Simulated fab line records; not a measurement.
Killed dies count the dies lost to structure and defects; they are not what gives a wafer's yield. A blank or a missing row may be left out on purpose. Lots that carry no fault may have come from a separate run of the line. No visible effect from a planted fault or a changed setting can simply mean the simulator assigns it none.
The tool behind it: which one? / flow sky130 / 7 lots, 21 wafers sampled, at 4 steps of a route of 708

WHAT EACH GAUGE READ, for each wafer
SKY_PASSIVATION_THK_MEAS_01.
lot=L162; measured=day 44 00:48; on=film metro-03; PASSIVATION_CVD_00_THK (nm)=89.2 89.8 90.2
lot=L164; measured=day 44 20:17; on=film metro-04; PASSIVATION_CVD_00_THK (nm)=90.1 87.9 89.8
lot=L174; measured=day 47 01:17; on=film metro-04; PASSIVATION_CVD_00_THK (nm)=90.2 89.8 90.5
lot=L176; measured=day 47 14:34; on=film metro-04; PASSIVATION_CVD_00_THK (nm)=89.9 90.2 91.0
lot=L179; measured=day 48 17:33; on=film metro-04; PASSIVATION_CVD_00_THK (nm)=89.3 88.6 91.8
lot=L181; measured=day 48 19:52; on=film metro-02; PASSIVATION_CVD_00_THK (nm)=90.0 90.6 91.0
lot=L184; measured=day 49 13:22; on=film metro-03; PASSIVATION_CVD_00_THK (nm)=88.5 89.0 89.7

WHAT TOOL EACH LOT RAN ON (gives the tool, then ch and the chambers of the sampled wafers, and finally the start)
lot=L162; SKY_GATE_OXIDE_EXPOSE_07=iline stepper-01 ch 0, day 13 14:41; SKY_VIA3_CMP_24=cmp-01 ch 0,1, day 39 21:36; SKY_CAP2M_SPUTTER_02=pvd sputter-04, day 39 22:08
lot=L164; SKY_GATE_OXIDE_EXPOSE_07=iline stepper-02 ch 0, day 14 06:41; SKY_VIA3_CMP_24=cmp-01 ch 0,2,3, day 40 16:05; SKY_CAP2M_SPUTTER_02=pvd sputter-03, day 40 16:38
lot=L174; SKY_GATE_OXIDE_EXPOSE_07=iline stepper-02 ch 0, day 17 13:23; SKY_VIA3_CMP_24=cmp-02 ch 1,2, day 43 07:09; SKY_CAP2M_SPUTTER_02=pvd sputter-01, day 43 07:40
lot=L176; SKY_GATE_OXIDE_EXPOSE_07=iline stepper-01 ch 0, day 18 07:59; SKY_VIA3_CMP_24=cmp-02 ch 0,2,3, day 43 21:20; SKY_CAP2M_SPUTTER_02=pvd sputter-01, day 43 21:46
lot=L179; SKY_GATE_OXIDE_EXPOSE_07=iline stepper-02 ch 0, day 19 21:02; SKY_VIA3_CMP_24=cmp-02 ch 0,1,3, day 45 04:19; SKY_CAP2M_SPUTTER_02=pvd sputter-04, day 45 04:48
lot=L181; SKY_GATE_OXIDE_EXPOSE_07=iline stepper-02 ch 0, day 20 09:24; SKY_VIA3_CMP_24=cmp-01 ch 1,2, day 45 07:34; SKY_CAP2M_SPUTTER_02=pvd sputter-01, day 45 08:06
lot=L184; SKY_GATE_OXIDE_EXPOSE_07=iline stepper-01 ch 0, day 21 09:25; SKY_VIA3_CMP_24=cmp-02 ch 0,1,2, day 46 02:37; SKY_CAP2M_SPUTTER_02=pvd sputter-04, day 46 03:07
- SKY_GATE_OXIDE_EXPOSE_07: exposes mask LVOM, target cd 600 nm.
- SKY_VIA3_CMP_24: polishes, stops on SiO2, t overpolish 20 s, target thk 0 nm.
- SKY_CAP2M_SPUTTER_02: material TiN, target thk 200 nm, time 166.7 s.

THE ANSWER, worked out from the rows above alone
Rule: usual is defined by the lots themselves. The widest of any qualifying gaps counts: lots, ordered by their means at a reading, are off when they make up no more than a third of the lots, leave a main group of 4 or more, and stand apart from it by 3 or more times the standard deviation of that group's means. If all means in a main group match to the digits the tables above print for the reading, that group is not used. A lot without any number at a reading at which 4 lots or more have one is off too. Any other lot the step has rows for is counted as sound.
No lot is off at any reading shown: from this, nothing can be told.

WHAT THE SIMULATOR HAD PUT IN
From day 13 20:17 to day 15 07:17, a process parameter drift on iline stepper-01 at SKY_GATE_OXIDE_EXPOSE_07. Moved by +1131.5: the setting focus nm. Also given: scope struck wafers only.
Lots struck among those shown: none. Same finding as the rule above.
